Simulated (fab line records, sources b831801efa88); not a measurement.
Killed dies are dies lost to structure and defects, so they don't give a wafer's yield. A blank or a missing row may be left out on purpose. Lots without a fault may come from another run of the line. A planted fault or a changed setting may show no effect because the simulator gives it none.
Which tool did it? | flow sky130 | 12 lots, 36 wafers sampled, at 7 steps of a route of 708

WHAT THE GAUGES READ, wafer by wafer
SKY_VT_ADJUST_HVTP_CD_MEAS_07: target cd 380 nm.
lot  | measured     | on        | cd_nm (nm)
L704 | day 6 06:57  | cd_sem-01 | 379.7 382.1 378.4
L703 | day 6 07:15  | cd_sem-01 | 380.4 378.3 380.2
L705 | day 6 10:26  | cd_sem-01 | 377.1 375.6 379.0
L707 | day 6 21:28  | cd_sem-01 | 378.1 380.0 379.6
L710 | day 7 23:40  | cd_sem-01 | - - -
L720 | day 10 14:39 | cd_sem-01 | 377.7 377.1 380.4
L721 | day 10 22:10 | cd_sem-02 | 380.9 380.4 378.5
L722 | day 11 07:15 | cd_sem-02 | 378.3 377.8 377.4
L723 | day 11 11:01 | cd_sem-01 | 379.7 377.9 379.5
L724 | day 11 12:34 | cd_sem-02 | 380.1 380.7 378.1
L725 | day 11 20:37 | cd_sem-01 | 377.6 376.8 375.9
L726 | day 12 16:33 | cd_sem-01 | 380.0 379.5 378.3

SKY_VT_ADJUST_HVTP_TW_MEAS_11.
lot  | measured     | on            | VT_ADJUST_HVTP_TW
L704 | day 6 07:21  | film_metro-01 | 1358 1352 1345
L703 | day 6 07:40  | film_metro-02 | 1358 1355 1363
L705 | day 6 10:52  | film_metro-02 | 1362 1358 1365
L707 | day 6 21:52  | film_metro-01 | 1362 1352 1349
L710 | day 8 00:04  | film_metro-01 | 30 30 30
L720 | day 10 15:28 | film_metro-04 | 1363 1361 1357
L721 | day 10 22:34 | film_metro-04 | 1367 1362 1363
L722 | day 11 07:39 | film_metro-01 | 1354 1358 1349
L723 | day 11 11:25 | film_metro-02 | 1369 1360 1365
L724 | day 11 12:58 | film_metro-04 | 1354 1357 1349
L725 | day 11 21:01 | film_metro-04 | 1355 1357 1356
L726 | day 12 16:57 | film_metro-01 | 1360 1368 1362

SKY_VT_ADJUST_LVTN_TW_MEAS_10.
lot  | measured     | on            | VT_ADJUST_LVTN_TW
L704 | day 7 00:53  | film_metro-03 | 244.9 242.5 243.8
L703 | day 7 01:02  | film_metro-03 | 243.0 244.9 243.4
L705 | day 7 06:11  | film_metro-03 | 243.1 242.1 243.5
L707 | day 7 18:18  | film_metro-03 | 244.5 244.4 243.0
L710 | day 8 20:50  | film_metro-04 | 1350.3 1356.0 1352.8
L720 | day 11 14:45 | film_metro-04 | 242.7 241.0 243.6
L721 | day 11 22:24 | film_metro-01 | 240.9 240.9 241.0
L722 | day 12 07:41 | film_metro-03 | 244.7 245.4 245.0
L723 | day 12 12:14 | film_metro-04 | 242.3 241.5 242.2
L724 | day 12 13:14 | film_metro-04 | 241.4 242.1 242.9
L725 | day 12 21:35 | film_metro-01 | 242.3 242.7 242.7
L726 | day 13 18:27 | film_metro-01 | 243.3 244.7 243.8

SKY_CONTACT_THK_MEAS_26: measures by xrf.
lot  | measured     | on            | CONTACT_W_THK (nm)
L704 | day 31 16:55 | film_metro-03 | 344 337 336
L703 | day 31 13:25 | film_metro-02 | 340 346 344
L705 | day 31 22:16 | film_metro-02 | 342 343 338
L707 | day 32 16:41 | film_metro-03 | 345 339 343
L710 | day 34 01:46 | film_metro-02 | 353 341 344
L720 | day 37 08:59 | film_metro-03 | 342 348 336
L721 | day 37 12:29 | film_metro-03 | 340 338 340
L722 | day 37 22:22 | film_metro-02 | 346 346 343
L723 | day 38 08:22 | film_metro-02 | 340 336 342
L724 | day 38 02:56 | film_metro-02 | 342 338 338
L725 | day 38 11:16 | film_metro-01 | 341 339 339
L726 | day 39 07:15 | film_metro-01 | 341 339 339

SKY_VIA2_BOW_MEAS_03.
lot  | measured     | on            | VIA2_BOW (um)
L704 | day 35 07:20 | film_metro-03 | 89 87 85
L703 | day 35 04:26 | film_metro-01 | 93 92 101
L705 | day 35 12:33 | film_metro-02 | 70 90 94
L707 | day 36 06:47 | film_metro-01 | 93 88 98
L710 | day 37 13:53 | film_metro-02 | 90 81 83
L720 | day 40 17:23 | film_metro-02 | 93 95 85
L721 | day 40 20:08 | film_metro-02 | 93 82 86
L722 | day 41 05:19 | film_metro-03 | 91 91 99
L723 | day 41 14:57 | film_metro-01 | 94 97 108
L724 | day 41 09:08 | film_metro-01 | 88 79 81
L725 | day 41 18:45 | film_metro-01 | 92 94 78
L726 | day 42 12:17 | film_metro-03 | 88 84 77

WHICH TOOL RAN EACH LOT (tool, then ch and the chambers of the sampled wafers, then the start)
lot  | SKY_NWELL_RTA_28                 | SKY_VT_ADJUST_HVTP_EXPOSE_04
L704 | rtp_anneal-01 ch 0, day 5 12:36  | iline_stepper-02 ch 0, day 5 21:20
L703 | rtp_anneal-02 ch 0, day 5 12:39  | iline_stepper-01 ch 0, day 5 21:58
L705 | rtp_anneal-01 ch 0, day 5 16:21  | iline_stepper-01 ch 0, day 6 01:49
L707 | rtp_anneal-02 ch 0, day 6 03:32  | iline_stepper-01 ch 0, day 6 12:37
L710 | rtp_anneal-01 ch 0, day 7 03:19  | iline_stepper-01 ch 0, day 7 14:00
L720 | rtp_anneal-01 ch 0, day 9 16:59  | iline_stepper-02 ch 0, day 10 03:56
L721 | rtp_anneal-02 ch 0, day 9 23:39  | iline_stepper-02 ch 0, day 10 11:10
L722 | rtp_anneal-01 ch 0, day 10 08:04 | iline_stepper-02 ch 0, day 10 19:49
L723 | rtp_anneal-02 ch 0, day 10 11:11 | iline_stepper-01 ch 0, day 10 22:52
L724 | rtp_anneal-01 ch 0, day 10 12:58 | iline_stepper-02 ch 0, day 11 01:10
L725 | rtp_anneal-01 ch 0, day 10 20:18 | iline_stepper-01 ch 0, day 11 08:55
L726 | rtp_anneal-02 ch 0, day 11 16:06 | iline_stepper-01 ch 0, day 12 04:51
- SKY_NWELL_RTA_28: time 30 s.
- SKY_VT_ADJUST_HVTP_EXPOSE_04: exposes mask HVTPM, target cd 380 nm.

WHAT THE TOOLS THEMSELVES READ (means of the sampled wafers that have a number; where no wafer has one, the mark that the record gives instead)
SKY_NWELL_RTA_28.
lot  | tool          | lamp_power_pct (%) | wafer_temp_C_max
L704 | rtp_anneal-01 | 25.32              | 1054.9
L703 | rtp_anneal-02 | 25.31              | 1054.8
L705 | rtp_anneal-01 | 25.35              | 1054.8
L707 | rtp_anneal-02 | 25.28              | 1055.5
L710 | rtp_anneal-01 | 25.31              | 1055.3
L720 | rtp_anneal-01 | 25.26              | 1054.1
L721 | rtp_anneal-02 | 25.28              | 1056.0
L722 | rtp_anneal-01 | 25.29              | 1054.2
L723 | rtp_anneal-02 | 25.32              | 1053.9
L724 | rtp_anneal-01 | 25.27              | 1054.8
L725 | rtp_anneal-01 | 25.32              | 1054.8
L726 | rtp_anneal-02 | 25.30              | 1054.6

THE ANSWER, worked out from the rows above alone
Rule: what is usual is taken from the lots themselves. Put in order of their means at a reading, lots are off if they are a third of the lots or fewer, leave a main group of 4 or more, and stand apart from it by a gap of 3 or more times the standard deviation of the main group's means; of several such gaps the widest counts. A main group whose means are all the same, to the digits that the tables above print for the reading, isn't used. A lot without any number at a reading at which 4 lots or more have one is off too. The other lots that the step has rows for count as sound. The gauges are gone through in route order, then the tools' own readings, and for those a lot's mean is taken as printed above. The first step at which some lot is off is used, and at that step the reading that is off furthest; a lot without a number counts as furthest.
Off: L710, at SKY_VT_ADJUST_HVTP_CD_MEAS_07 (cd_nm). Without a number there: L710. The main group: mean 378.8 nm, standard deviation 1.1.
A tool fits if, at a process step before that reading, it ran every lot that is off, and no sound lot after the first of them. The gauges at SKY_VT_ADJUST_HVTP_CD_MEAS_07 aren't tried: what is off there is off at SKY_VT_ADJUST_HVTP_TW_MEAS_11 too, on other tools, and a gauge's error can't cause that. None of those tried fits.

WHAT THE SIMULATOR HAD PUT IN
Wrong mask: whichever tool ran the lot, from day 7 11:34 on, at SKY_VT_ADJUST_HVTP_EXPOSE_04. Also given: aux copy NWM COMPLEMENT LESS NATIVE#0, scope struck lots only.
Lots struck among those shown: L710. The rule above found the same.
